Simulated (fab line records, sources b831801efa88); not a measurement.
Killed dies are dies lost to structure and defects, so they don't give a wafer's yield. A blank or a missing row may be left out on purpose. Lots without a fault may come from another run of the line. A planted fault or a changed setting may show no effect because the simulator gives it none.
Which tool did it? | flow gf180mcu | 14 lots, 38 wafers sampled, at 4 steps of a route of 602

WHAT THE GAUGES READ, wafer by wafer
The record holds no reading of a measuring or inspecting step that can be judged against a usual standard deviation.

WHICH TOOL RAN EACH LOT (tool, then ch and the chambers of the sampled wafers, then the start)
lot  | GF_HV_LDD_ETCHBACK_58              | GF_SAB_STRIP_13                      | GF_SALICIDE_RTA_08               | GF_M1_SPUTTER_03
L735 | rie_diel-03 ch 2,3, day 12 12:52   | plasma_asher-02 ch 0,1, day 15 01:37 | rtp_anneal-02 ch 0, day 15 02:14 | pvd_sputter-04, day 16 01:52
L736 | rie_diel-03 ch 1,2,3, day 13 03:55 | plasma_asher-02 ch 0,1, day 15 19:17 | rtp_anneal-01 ch 0, day 15 19:54 | pvd_sputter-04, day 16 19:17
L737 | rie_diel-03 ch 0,3, day 13 08:08   | plasma_asher-01 ch 0,1, day 15 23:08 | rtp_anneal-01 ch 0, day 15 23:46 | pvd_sputter-04, day 16 22:58
L739 | rie_diel-01 ch 0,1,3, day 14 11:43 | plasma_asher-01 ch 1, day 17 04:19   | rtp_anneal-01 ch 0, day 17 04:56 | pvd_sputter-03, day 18 05:52
L740 | rie_diel-03 ch 1,2,3, day 14 11:43 | plasma_asher-03 ch 0,1, day 17 04:11 | rtp_anneal-02 ch 0, day 17 04:53 | pvd_sputter-02, day 18 05:42
L741 | rie_diel-02 ch 0,2, day 15 02:20   | plasma_asher-02 ch 1, day 17 21:04   | rtp_anneal-01 ch 0, day 17 21:40 | pvd_sputter-04, day 18 23:34
L742 | rie_diel-02 ch 0,3, day 15 09:37   | plasma_asher-02 ch 0,1, day 18 03:47 | rtp_anneal-02 ch 0, day 18 04:24 | pvd_sputter-03, day 19 06:20
L743 | rie_diel-03 ch 1,2,3, day 16 04:59 | plasma_asher-01 ch 0,1, day 19 03:10 | rtp_anneal-01 ch 0, day 19 03:48 | pvd_sputter-03, day 20 05:42
L744 | rie_diel-03 ch 1,2,3, day 16 12:08 | plasma_asher-02 ch 0,1, day 19 10:23 | rtp_anneal-01 ch 0, day 19 11:01 | pvd_sputter-03, day 20 12:52
L748 | rie_diel-03 ch 0, day 17 12:46     | -                                    | -                                | -
L749 | rie_diel-03 ch 0, day 17 18:22     | -                                    | -                                | -
L751 | rie_diel-02 ch 0,2,3, day 18 12:02 | plasma_asher-01 ch 0,1, day 21 12:05 | rtp_anneal-01 ch 0, day 21 12:49 | pvd_sputter-03, day 22 14:46
L754 | rie_diel-01 ch 0,2,3, day 19 08:27 | plasma_asher-02 ch 0,1, day 22 09:23 | rtp_anneal-01 ch 0, day 22 10:01 | pvd_sputter-02, day 23 10:45
L756 | rie_diel-01 ch 0,3, day 20 01:04   | plasma_asher-02 ch 0,1, day 23 01:10 | rtp_anneal-01 ch 0, day 23 01:47 | pvd_sputter-02, day 24 02:37
- GF_HV_LDD_ETCHBACK_58: etches Si3N4 in CH3F/O2, stops on SiO2, time 100 s, target depth 90 nm.
- GF_SAB_STRIP_13: strips in O2/N2.
- GF_SALICIDE_RTA_08: time 30 s.
- GF_M1_SPUTTER_03: material Ti, target thk 10 nm, time 6.7 s.

WHAT THE TOOLS THEMSELVES READ (means of the sampled wafers that have a number; where no wafer has one, the mark that the record gives instead)
GF_HV_LDD_ETCHBACK_58.
lot  | tool        | chamber_pressure_mTorr (mTorr) | drypump_motor_current_A (A) | oes_product_au (a.u.) | throttle_valve_pct (%)
L735 | rie_diel-03 | 25.013                         | 6.1                         | 0.837                 | 10.565
L736 | rie_diel-03 | 25.005                         | 5.6                         | 0.842                 | 10.563
L737 | rie_diel-03 | 25.018                         | 6.1                         | 0.846                 | 10.544
L739 | rie_diel-01 | 25.001                         | 5.7                         | 0.839                 | 10.549
L740 | rie_diel-03 | 25.005                         | 5.6                         | 0.846                 | 10.558
L741 | rie_diel-02 | 24.985                         | 6.0                         | 0.834                 | 10.551
L742 | rie_diel-02 | 25.009                         | 6.0                         | 0.841                 | 10.558
L743 | rie_diel-03 | 25.008                         | 5.6                         | 0.846                 | 10.565
L744 | rie_diel-03 | 25.006                         | 5.6                         | 0.837                 | 10.564
L748 | rie_diel-03 | 24.992                         | 5.1                         | 0.775                 | 10.560
L749 | rie_diel-03 | 25.016                         | 5.1                         | 0.784                 | 10.552
L751 | rie_diel-02 | 25.010                         | 5.9                         | 0.840                 | 10.558
L754 | rie_diel-01 | 25.017                         | 6.0                         | 0.844                 | 10.562
L756 | rie_diel-01 | 24.996                         | 5.5                         | 0.840                 | 10.566

GF_SAB_STRIP_13.
lot  | tool            | chamber_pressure_mTorr (mTorr) | drypump_motor_current_A (A) | heater_power_w (W) | oes_product_au (a.u.) | strip_time_to_endpoint_s (s)
L735 | plasma_asher-02 | 1500.0                         | 6.2                         | 306                | 0.708                 | 12.65
L736 | plasma_asher-02 | 1499.4                         | 6.2                         | 307                | 0.712                 | 12.68
L737 | plasma_asher-01 | 1500.3                         | 5.6                         | 330                | 0.707                 | 12.56
L739 | plasma_asher-01 | 1500.6                         | 5.3                         | 348                | 0.711                 | 12.53
L740 | plasma_asher-03 | 1498.6                         | 6.5                         | 346                | 0.711                 | 12.65
L741 | plasma_asher-02 | 1501.0                         | 6.5                         | 302                | 0.708                 | 12.62
L742 | plasma_asher-02 | 1499.4                         | 6.2                         | 307                | 0.707                 | 12.57
L743 | plasma_asher-01 | 1501.3                         | 5.4                         | 335                | 0.710                 | 12.60
L744 | plasma_asher-02 | 1500.8                         | 6.0                         | 309                | 0.705                 | 12.56
L751 | plasma_asher-01 | 1500.4                         | 5.6                         | 322                | 0.711                 | 12.57
L754 | plasma_asher-02 | 1499.1                         | 6.0                         | 312                | 0.708                 | 12.58
L756 | plasma_asher-02 | 1499.2                         | 6.2                         | 311                | 0.708                 | 12.59

GF_SALICIDE_RTA_08.
lot  | tool          | lamp_power_pct (%) | wafer_temp_C_max
L735 | rtp_anneal-02 | 14.5               | 805.6
L736 | rtp_anneal-01 | 16.0               | 804.3
L737 | rtp_anneal-01 | 16.0               | 803.9
L739 | rtp_anneal-01 | 16.0               | 803.0
L740 | rtp_anneal-02 | 14.4               | 804.6
L741 | rtp_anneal-01 | 16.0               | 804.8
L742 | rtp_anneal-02 | 14.5               | 804.7
L743 | rtp_anneal-01 | 16.0               | 804.3
L744 | rtp_anneal-01 | 16.0               | 804.2
L751 | rtp_anneal-01 | 16.0               | 803.3
L754 | rtp_anneal-01 | 16.0               | 803.3
L756 | rtp_anneal-01 | 15.9               | 804.1

GF_M1_SPUTTER_03.
lot  | tool           | throttle_valve_pct (%)
L735 | pvd_sputter-04 | 30.4
L736 | pvd_sputter-04 | 30.2
L737 | pvd_sputter-04 | 30.3
L739 | pvd_sputter-03 | 29.6
L740 | pvd_sputter-02 | 31.0
L741 | pvd_sputter-04 | 30.2
L742 | pvd_sputter-03 | 30.4
L743 | pvd_sputter-03 | 30.8
L744 | pvd_sputter-03 | 30.6
L751 | pvd_sputter-03 | 30.1
L754 | pvd_sputter-02 | 31.0
L756 | pvd_sputter-02 | 31.1

THE ANSWER, worked out from the rows above alone
Rule: what is usual is taken from the lots themselves. Put in order of their means at a reading, lots are off if they are a third of the lots or fewer, leave a main group of 4 or more, and stand apart from it by a gap of 3 or more times the standard deviation of the main group's means; of several such gaps the widest counts. A main group whose means are all the same, to the digits that the tables above print for the reading, isn't used. A lot without any number at a reading at which 4 lots or more have one is off too. The other lots that the step has rows for count as sound. The gauges are gone through in route order, then the tools' own readings, and for those a lot's mean is taken as printed above. The first step at which some lot is off is used, and at that step the reading that is off furthest; a lot without a number counts as furthest.
Off: L748, L749, at GF_HV_LDD_ETCHBACK_58 (oes_product_au). The main group: mean 0.841 a.u., standard deviation 0.0038.
A tool fits if, at that step or a process step before it, it ran every lot that is off, and no sound lot after the first of them. One fits: rie_diel-03 at GF_HV_LDD_ETCHBACK_58. Its last sound lot is L744 (day 16 12:08), its first lot that is off L748 (day 17 12:46): a fault that began between those two fits.
The tool's own readings at GF_HV_LDD_ETCHBACK_58 bear it out: on the lots that are off they differ by more than 5 times the standard deviation of the sound lots' means. oes_product_au reads 0.780 a.u. there against 0.841 a.u. on the sound lots.

WHAT THE SIMULATOR HAD PUT IN
Process parameter drift: rie_diel-03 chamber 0, from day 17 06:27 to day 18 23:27, at GF_HV_LDD_ETCHBACK_58. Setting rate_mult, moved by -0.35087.
Lots struck among those shown: L748, L749. The rule above found the same.
